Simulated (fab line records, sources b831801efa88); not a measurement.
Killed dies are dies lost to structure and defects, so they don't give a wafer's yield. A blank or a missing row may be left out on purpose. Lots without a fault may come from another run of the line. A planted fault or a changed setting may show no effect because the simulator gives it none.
Problem report in the 8D (eight disciplines) form, filled by code | flow sky130 | the parts of the form that need people (team, actions taken, sign-off) are left out

1. THE PROBLEM
bias_w at SKY_VIA3_ETCH_14 reads a mean of 119.0 W on 2 wafers of 2 lots; wafers without a fault read 99.9 W with a standard deviation of 0.33. That is +58 standard deviations from the usual mean.
The step: etches BARC in N2/H2, stops on SiO2, time 45.9 s, target depth 60 nm.
First seen on wafer L999.4, day 41 19:13, on rie_diel-04. The record holds 36 wafers of 12 lots with a number at this step. Rule for "out", or "out of limits": more than 4 standard deviations from the usual mean. The other wafers with a number count as sound.

2. WHAT IT IS AND WHAT IT IS NOT
question                    | is                | is not
which readings at this step | bias_w            | drypump_motor_current_A, oes_product_au, throttle_valve_pct
which lots                  | L101, L999        | L110, L111, L113, L114, L116, L993, L994, L995, L996, L998
which wafers of those lots  | L101.2, L999.4    | L101.3, L101.5, L999.1, L999.3
read on which tools         | rie_diel-04       | rie_diel-02, rie_diel-03
when                        | from day 41 19:13 | up to then (17 sound wafers); but 17 sound wafers of L101, L110, L111, L113, L114, L116 came after

3. SUSPECTS, AND WHAT RULES EACH OUT
Counting: a tool at a process step up to the reading stays a suspect if it ran every lot that is out. Sound lots after the first of them don't rule it out here, since some wafers of a struck lot are sound.
- rie_diel-04 at SKY_VIA3_ETCH_14 (etches BARC in N2/H2, stops on SiO2, time 45.9 s, target depth 60 nm): kept. It ran every lot that is out, first L999 (day 41 19:13); its last sound lot up to then is L998 (day 41 07:23). Its own readings are out on those wafers: bias_w.
- Within rie_diel-04 at SKY_VIA3_ETCH_14: the wafers that are out ran in chamber 3; their sound lot-mates ran in chambers 0, 1.
Left after counting: rie_diel-04 at SKY_VIA3_ETCH_14.

4. THE CAUSE (what the simulator had put in)
Process parameter drift: rie_diel-04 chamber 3, from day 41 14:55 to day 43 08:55, at SKY_VIA3_ETCH_14. Setting bias_w, moved by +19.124, from 100. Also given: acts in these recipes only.
Counting left only this tool.

5. THE CHAIN OF EFFECTS, in route order
Each row: a reading whose mean over the struck wafers that have a number lies more than 3 standard deviations from the usual. Only readings for which the record gives a usual standard deviation are gone through. hours: the time from each lot's start at the first step in this table that gives one to its start at this step, as a median over the lots. sigmas: the change in usual standard deviations.
hours | step             | reading | usual  | on struck wafers | change | sigmas
0     | SKY_VIA3_ETCH_14 | bias_w  | 99.9 W | 119.0            | +19.1  | +58
The process steps in it:
- SKY_VIA3_ETCH_14: etches BARC in N2/H2, stops on SiO2, time 45.9 s, target depth 60 nm.

6. WHAT WOULD HAVE CAUGHT IT SOONER
In this record the first reading out of limits was taken at day 41 19:13, 4 hours after the fault began at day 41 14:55.
